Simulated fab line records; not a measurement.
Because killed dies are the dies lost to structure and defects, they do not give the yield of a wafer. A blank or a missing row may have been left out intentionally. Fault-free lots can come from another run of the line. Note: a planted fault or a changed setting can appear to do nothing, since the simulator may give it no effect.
The tool behind it: which one? + flow gf180mcu + 12 lots with 36 wafers sampled at 2 steps, on a route of 602 steps

WHAT THE GAUGES READ, wafer by wafer
GF_V3_THK_MEAS_01. Usual: V3_CVD_00_THK 601 nm, standard deviation 6.8.
| lot  | measured     | on            | V3_CVD_00_THK (nm) | flag |
|------|--------------|---------------|--------------------|------|
| L190 | day 21 10:25 | film_metro-02 | 614 595 609        |      |
| L192 | day 22 07:03 | film_metro-03 | 610 595 615        |      |
| L193 | day 22 22:10 | film_metro-03 | 598 597 588        |      |
| L195 | day 23 13:43 | film_metro-02 | 595 595 594        |      |
| L199 | day 24 21:15 | film_metro-01 | 607 595 601        |      |
| L201 | day 25 14:47 | film_metro-02 | 604 598 609        |      |
| L202 | day 25 22:17 | film_metro-01 | 607 595 605        |      |
| L203 | day 26 07:14 | film_metro-02 | 600 608 599        |      |
| L205 | day 26 23:53 | film_metro-03 | 594 596 610        |      |
| L204 | day 27 00:08 | film_metro-01 | 589 600 591        |      |
| L211 | day 28 16:56 | film_metro-01 | 597 600 594        |      |
| L212 | day 28 18:51 | film_metro-02 | 611 608 607        |      |

EACH LOT AND THE TOOL THAT RAN IT (in order: tool; ch and the chambers of the sampled wafers; start)
| lot  | GF_M3_METAL_ETCH_16               |
|------|-----------------------------------|
| L190 | rie_metal-02 ch 0, day 21 09:41   |
| L192 | rie_metal-02 ch 0,1, day 22 06:17 |
| L193 | rie_metal-04 ch 0,1, day 22 21:01 |
| L195 | rie_metal-03 ch 0,1, day 23 12:58 |
| L199 | rie_metal-02 ch 0,1, day 24 20:31 |
| L201 | rie_metal-02 ch 0,1, day 25 14:03 |
| L202 | rie_metal-04 ch 0,1, day 25 21:32 |
| L203 | rie_metal-04 ch 1, day 26 06:28   |
| L205 | rie_metal-04 ch 0, day 26 23:01   |
| L204 | rie_metal-03 ch 0,1, day 26 23:22 |
| L211 | rie_metal-03 ch 0,1, day 28 16:11 |
| L212 | rie_metal-02 ch 0,1, day 28 18:05 |
- GF_M3_METAL_ETCH_16: etches the open film in Cl2/BCl3, stops on SiO2, target depth 750.8 nm, time 125.1 s.

AS READ BY THE TOOLS THEMSELVES (means over the sampled wafers that have a number; for cases with no such wafer, the mark the record gives instead)
GF_M3_METAL_ETCH_16. Usual: drypump_motor_current_A 5.8 A, standard deviation 0.52; oes_product_au 0.986 a.u., standard deviation 0.0089; throttle_valve_pct 28.233 %, standard deviation 0.012.
| lot  | tool         | drypump_motor_current_A (A) | oes_product_au (a.u.) | throttle_valve_pct (%) | flag |
|------|--------------|-----------------------------|-----------------------|------------------------|------|
| L190 | rie_metal-02 | 6.0                         | 0.990                 | 28.227                 |      |
| L192 | rie_metal-02 | 6.1                         | 0.980                 | 28.236                 |      |
| L193 | rie_metal-04 | 6.1                         | 0.994                 | 28.228                 |      |
| L195 | rie_metal-03 | 5.2                         | 0.993                 | 28.233                 |      |
| L199 | rie_metal-02 | 6.2                         | 0.974                 | 28.244                 |      |
| L201 | rie_metal-02 | 6.1                         | 0.983                 | 28.250                 |      |
| L202 | rie_metal-04 | 5.8                         | 0.986                 | 28.235                 |      |
| L203 | rie_metal-04 | 6.5                         | 0.994                 | 28.222                 |      |
| L205 | rie_metal-04 | 5.4                         | 0.979                 | 28.230                 |      |
| L204 | rie_metal-03 | 5.1                         | 0.991                 | 28.228                 |      |
| L211 | rie_metal-03 | 5.1                         | 0.987                 | 28.235                 |      |
| L212 | rie_metal-02 | 6.2                         | 0.988                 | 28.220                 |      |

THE ANSWER, worked out from the rows above alone
Rule: a lot counts as off when the mean over its wafers that have a number is more than 3 standard deviations away from the usual mean. Also off: a lot with no number at a reading for which 4 or more lots have one. Any other lot the step has rows for is counted as sound. After the gauges, taken in route order, come the tools' own readings; for these a lot's mean is taken, as printed above. The first step at which some lot is off is used, and at that step the reading that is off furthest; a lot without a number counts as furthest.
Nothing can be told from this: no lot is off at any reading shown.

WHAT THE SIMULATOR HAD PUT IN
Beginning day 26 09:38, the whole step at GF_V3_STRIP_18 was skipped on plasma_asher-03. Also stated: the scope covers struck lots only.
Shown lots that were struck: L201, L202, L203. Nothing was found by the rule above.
